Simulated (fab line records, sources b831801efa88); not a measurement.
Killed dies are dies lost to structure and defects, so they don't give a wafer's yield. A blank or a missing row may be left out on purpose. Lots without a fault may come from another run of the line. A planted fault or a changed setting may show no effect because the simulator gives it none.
A struck lot beside a sound one | flow sky130 | 14 steps out of a route of 708
Sound: wafers L900.2, L900.3, L900.5. Struck: wafers L916.1, L916.2, L916.6. The cause comes at the end.
At each step with rows: each side's tool, then ch and its chambers, then its first start. Under that, the readings that differ: sound wafers | struck wafers | difference of the means | sigmas: that difference in standard deviations of wafers without a fault.
alike: readings whose means differ by less than 2 such deviations, and words and numbers that are the same on both sides. not compared: withheld readings, readings that some wafer has no value for, bounds like >300 that may hide the same value, and numbers for which the record gives no deviation and whose values overlap.
The two part at a step that has a row with sigmas, a row that says differs or no value, or rows on one side only. Numbers that don't overlap but have no deviation are shown without sigmas and don't part them. A reading that every wafer of one side lacks parts them only if that side has two wafers or more.

SKY_VIA2_ETCH_14: etches BARC in N2/H2, stops on SiO2, time 45.9 s, target depth 60 nm.
  sound on rie_diel-04 ch 0,2,3, day 37 18:32; struck on rie_diel-04 ch 1,2,3, day 42 18:20
  alike: drypump_motor_current_A, oes_product_au, throttle_valve_pct
  not compared: rf_hours_counter_h
then, 1 step without rows for these wafers: SKY_VIA2_ETCH_15 (etches SiO2 in C4F8/O2/Ar, stops on TiN, target depth 546 nm, time 84 s).
SKY_VIA2_STRIP_16: strips in O2/N2.
  sound on plasma_asher-02 ch 0,1, day 37 18:39; struck on plasma_asher-04 ch 0,1, day 42 18:27
  alike: drypump_motor_current_A, oes_product_au, strip_time_to_endpoint_s
  not compared: rf_hours_counter_h
then, 3 steps without rows for these wafers: SKY_VIA2_STRIP_17 (strips in post etch residue remover, time 1200 s); SKY_VIA2_CLEAN_18 (cleans in IPA, time 180 s); SKY_VIA2_CLEAN_19 (cleans in O3/DIW).
SKY_VIA2_SPUTTER_20: material TiN, target thk 20 nm, time 80 s.
  sound on pvd_sputter-04, day 37 19:14; struck on pvd_sputter-02, day 42 19:03
  alike: cathode_dc_power_W, chamber_pressure_pa, throttle_valve_pct
SKY_VIA2_CVD_21: deposits W, target thk 420 nm, time 126.4 s.
  sound on cvd_w-01 ch 0,1, day 37 19:18; struck on cvd_w-01 ch 0,1, day 42 19:07
  alike: heater_power_w
SKY_VIA2_RS_MEAS_22: measures by four-point-probe.
  sound on film_metro-01, day 37 19:27; struck on film_metro-01, day 42 19:14
  alike: VIA2_W_RS
SKY_VIA2_THK_MEAS_23: measures by xrf.
  sound on film_metro-01, day 37 19:34; struck on film_metro-01, day 42 19:22
  alike: VIA2_W_THK
then, 2 steps without rows for these wafers: SKY_VIA2_CMP_24 (polishes, stops on SiO2, t overpolish 20 s, target thk 0 nm); SKY_METAL3_SPUTTER_00 (material Ti, target thk 15 nm, time 10 s).
SKY_METAL3_SPUTTER_01: material TiN, target thk 20 nm, time 16.7 s.
  sound on pvd_sputter-02, day 37 19:56; struck on pvd_sputter-01, day 42 19:44
  no value came back on the struck wafers for cathode_dc_power_W (W), chamber_pressure_pa (Pa), throttle_valve_pct (%); on the sound wafers cathode_dc_power_W (W) reads 6499.0 6499.4 6498.9
SKY_METAL3_SPUTTER_02: material AlCu, target thk 735 nm, time 39.1 s.
  sound on pvd_sputter-02, day 37 19:58; struck on pvd_sputter-01, day 42 19:46
  alike: cathode_dc_power_W, chamber_pressure_pa, throttle_valve_pct

WHERE THEY PART
Only at SKY_METAL3_SPUTTER_01, within this record. Later steps at which nothing parts them and some readings are alike: SKY_METAL3_SPUTTER_02.

WHY: what the simulator had put in
Skipped step whole: pvd_sputter-01, from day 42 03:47 on, at SKY_METAL3_SPUTTER_01. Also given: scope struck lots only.
